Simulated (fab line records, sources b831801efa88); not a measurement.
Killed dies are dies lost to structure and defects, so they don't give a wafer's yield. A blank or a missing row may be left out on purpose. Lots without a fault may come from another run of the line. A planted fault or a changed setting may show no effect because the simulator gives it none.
Chamber matching | flow sky130 | SKY_FIELD_ISO_ETCH_15 on rie_diel-03: 4 sister chambers
The step etches the open film in CHF3/O2, stops on Si, target depth 180 nm, time 72 s. 8 wafers are shown with their chamber, then 7 later ones without.

WAFERS WITH THEIR CHAMBER
wafer  | chamber | drypump_motor_current_A (A) | oes_product_au (a.u.)
L078.1 | 1       | 6.0                         | 0.945
L079.4 | 0       | 5.7                         | 0.949
L079.6 | 2       | 5.5                         | 0.953
L084.1 | 2       | 5.5                         | 0.941
L084.4 | 3       | 5.9                         | 0.941
L084.6 | 1       | 6.0                         | 0.948
L088.1 | 3       | 5.9                         | 0.941
L088.3 | 0       | 5.6                         | 0.940

WAFERS WITHOUT THEIR CHAMBER
wafer  | drypump_motor_current_A (A) | oes_product_au (a.u.)
L088.4 | 6.0                         | 0.933
L089.2 | 5.6                         | 0.944
L089.3 | 5.5                         | 0.937
L089.4 | 5.8                         | 0.953
L096.3 | 5.7                         | 0.940
L096.4 | 5.5                         | 0.941
L096.5 | 6.0                         | 0.958

WHICH CHAMBER EACH WENT THROUGH
wafer  | from the rows above     | in truth
L088.4 | can't be placed: 1 or 3 | 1
L089.2 | can't be placed: 0 or 2 | 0
L089.3 | 2                       | 2
L089.4 | can't be placed: 3 or 0 | 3
L096.3 | 0                       | 0
L096.4 | 2                       | 2
L096.5 | 1                       | 1
Placed correctly: 4 of 7. Can't be placed from these rows: 3 (the true chamber is among the candidates in 3). Placed wrongly: 0.
How it was worked out, from the rows above alone: a wafer's distance from a chamber is the root of the sum, over the readings, of the square of ((its reading less the chamber's mean) divided by the reading's scatter). The wafer belongs to the nearest chamber; if the next one is less than 2 further off, it can't be placed. A chamber's mean is the mean of its shown wafers. The scatter: the root of (the sum of the squares of (reading less its chamber's mean) over the shown wafers, divided by (wafers less chambers)).
